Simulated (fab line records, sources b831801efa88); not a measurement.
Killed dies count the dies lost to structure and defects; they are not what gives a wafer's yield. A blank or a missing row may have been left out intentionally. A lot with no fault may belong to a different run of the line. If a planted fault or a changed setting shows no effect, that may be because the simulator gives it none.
Which of the tools did it? -- flow gf180mcu -- 7 lots, 21 wafers sampled, at 1 step of a route of 602

== WHAT THE GAUGES READ, wafer by wafer ==
GF_VT_IMPLANT_OVL_MEAS_29.
lot,measured,on,VT_IMPLANT_02_OVL (nm)
L956,day 7 07:27,overlay-02,-1.6 -0.9 -0.4
L960,day 8 11:02,overlay-02,-2.0 -0.8 -1.2
L968,day 10 17:52,overlay-01,1.2 -1.1 -1.5
L970,day 11 07:11,overlay-02,-0.8 -3.5 -0.7
L973,day 12 02:38,overlay-02,-0.6 -0.7 -0.5
L975,day 12 18:19,overlay-01,-0.1 -0.8 0.8
L977,day 13 08:37,overlay-02,-0.7 -1.3 -0.9

== TOOL THAT RAN EACH LOT (tool first, then ch and the chambers of the sampled wafers, then the start) ==
The record holds no process step before these readings.

== THE ANSWER, worked out from the rows above alone ==
Rule: usual is defined by the lots themselves. Put in order of their means at a reading, lots are off if they are a third of the lots or fewer, leave a main group of 4 or more, and stand apart from it by a gap of 3 or more times the standard deviation of the main group's means; of several such gaps the widest counts. The tables above print the reading to a certain number of digits; a main group whose means all agree to those digits is not used. Also off: a lot with no number at a reading for which 4 or more lots have one. All remaining lots with rows at the step are treated as sound.
Nothing can be told from this: no lot is off at any reading shown.

== WHAT HAD BEEN PUT IN BY THE SIMULATOR ==
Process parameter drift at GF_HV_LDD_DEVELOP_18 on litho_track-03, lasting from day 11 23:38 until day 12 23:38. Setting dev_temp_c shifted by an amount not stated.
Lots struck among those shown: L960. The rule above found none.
